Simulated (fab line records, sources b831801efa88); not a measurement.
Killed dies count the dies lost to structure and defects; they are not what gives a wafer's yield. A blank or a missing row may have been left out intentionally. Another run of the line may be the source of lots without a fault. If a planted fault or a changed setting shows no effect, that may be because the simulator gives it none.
One fault seen from 2 desks ; flow sky130 ; every desk sees just its own numbers, and what lay behind them comes last

## AT THE TOOL OWNER'S DESK: rie-diel-04
The tool's own readings at SKY_SONOS_ONO_ETCH_15 (etches the open film in CHF3/O2, target depth 19.52 nm, time 7.8 s): means of the sampled wafers that have a number, for each lot that ran on this tool. The brackets show how far a lot's mean lies from the usual mean; more than 4 standard deviations puts the lot out of limits, marked OUT.
Columns: A = drypump-motor-current-A at SKY_SONOS_ONO_ETCH_15, usual 5.5 A; B = oes-product-au at SKY_SONOS_ONO_ETCH_15, usual 1.002 a.u.; C = throttle-valve-pct at SKY_SONOS_ONO_ETCH_15, usual 8.825 %
lot;first seen here;A;B;C
L598;day 13 21:05;5.4;1.009;8.825
L604;day 16 01:40;5.0;1.000;8.827
L605;day 16 14:16;5.0;1.005;8.833
Result from this desk: across the 3 lots, nothing is out of limits.

## METROLOGY DESK
What the gauges read, lot by lot, whatever tool the lot ran on: means of the sampled wafers that have a number. The brackets show how far a lot's mean lies from the usual mean; more than 4 standard deviations puts the lot out of limits, marked OUT.
Columns: A = SONOS_ONO_CVD_02_THK at SKY_SONOS_ONO_THK_MEAS_03, usual 10.48 nm; B = SONOS_ONO_CVD_04_THK at SKY_SONOS_ONO_THK_MEAS_05, usual 5.78 nm; C = cd-nm at SKY_SONOS_ONO_CD_MEAS_13, usual 410.1 nm; D = SONOS_ONO_OVL at SKY_SONOS_ONO_OVL_MEAS_14, usual 0.1 nm
lot;first seen here;A;B;C;D
L598;day 12 18:38;10.55;5.67;413.5;-2.9
L599;day 13 04:01;10.63;5.77;410.0;-1.4
L604;day 14 20:53;10.42;5.86;409.0;-0.8
L605;day 15 09:20;10.41;5.70;406.2;-0.0
L614;day 18 08:03;10.39;5.83;408.8;-3.2
L617;day 19 23:25;10.44;5.88;409.9;-0.7
Result from this desk: across the 6 lots, nothing is out of limits.

## ALL TOGETHER
Nothing out of limits was seen by the tool owner's desk.
The metrology desk saw nothing out of limits.

## WHAT THE SIMULATOR PUT IN
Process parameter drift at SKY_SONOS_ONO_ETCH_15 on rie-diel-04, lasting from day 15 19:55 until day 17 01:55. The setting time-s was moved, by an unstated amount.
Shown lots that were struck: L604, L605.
